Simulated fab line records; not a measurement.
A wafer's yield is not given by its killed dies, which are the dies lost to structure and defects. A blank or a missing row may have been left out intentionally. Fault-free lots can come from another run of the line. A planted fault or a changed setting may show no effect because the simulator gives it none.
Chamber matching | flow sfqLine | pecvd-04 running SFQ_TRILAYER_I1_DEP_PECVD_045: 3 sister chambers
The step deposits SiO2 from SiH4/N2O, time 111.11 s, target thk 500 nm. 6 wafers are shown with their chamber, then 7 later ones without.

== WAFERS WITH THEIR CHAMBER ==
wafer  | chamber | throttleValvePct (%) | heaterPowerW (W)
L410.4 | 2       | 26.3                 | 102
L411.3 | 0       | 27.5                 | 95
L411.4 | 2       | 26.2                 | 115
L411.6 | 1       | 26.1                 | 88
L412.1 | 0       | 27.3                 | 95
L412.2 | 1       | 26.0                 | 88

== WAFERS MISSING THEIR CHAMBER ==
wafer  | throttleValvePct (%) | heaterPowerW (W)
L412.6 | 26.2                 | 117
L427.1 | 26.0                 | 81
L427.5 | 26.2                 | 84
L427.6 | 26.7                 | 117
L429.1 | 26.6                 | 113
L429.2 | 27.6                 | 95
L429.5 | 26.7                 | 115

== WHICH CHAMBER EACH WENT THROUGH ==
wafer  | from the rows above | in truth
L412.6 | 2                   | 2
L427.1 | 1                   | 1
L427.5 | 1                   | 1
L427.6 | 2                   | 2
L429.1 | 2                   | 2
L429.2 | 0                   | 0
L429.5 | 2                   | 2
Correctly placed: 7 of 7. Left unplaced by these rows: 0. Wrongly placed: 0.
How it was worked out, from the rows above alone: a wafer's distance from a chamber is the root of the sum, over the readings, of the square of ((its reading less the chamber's mean) divided by the reading's scatter). The wafer belongs to the nearest chamber; if the next one is less than 2 further off, it can't be placed. For every chamber, the mean is computed from those of its wafers that are shown. The scatter: take each reading less its chamber's mean, square it, sum over the shown wafers, divide by the number of wafers less the number of chambers, and take the root.
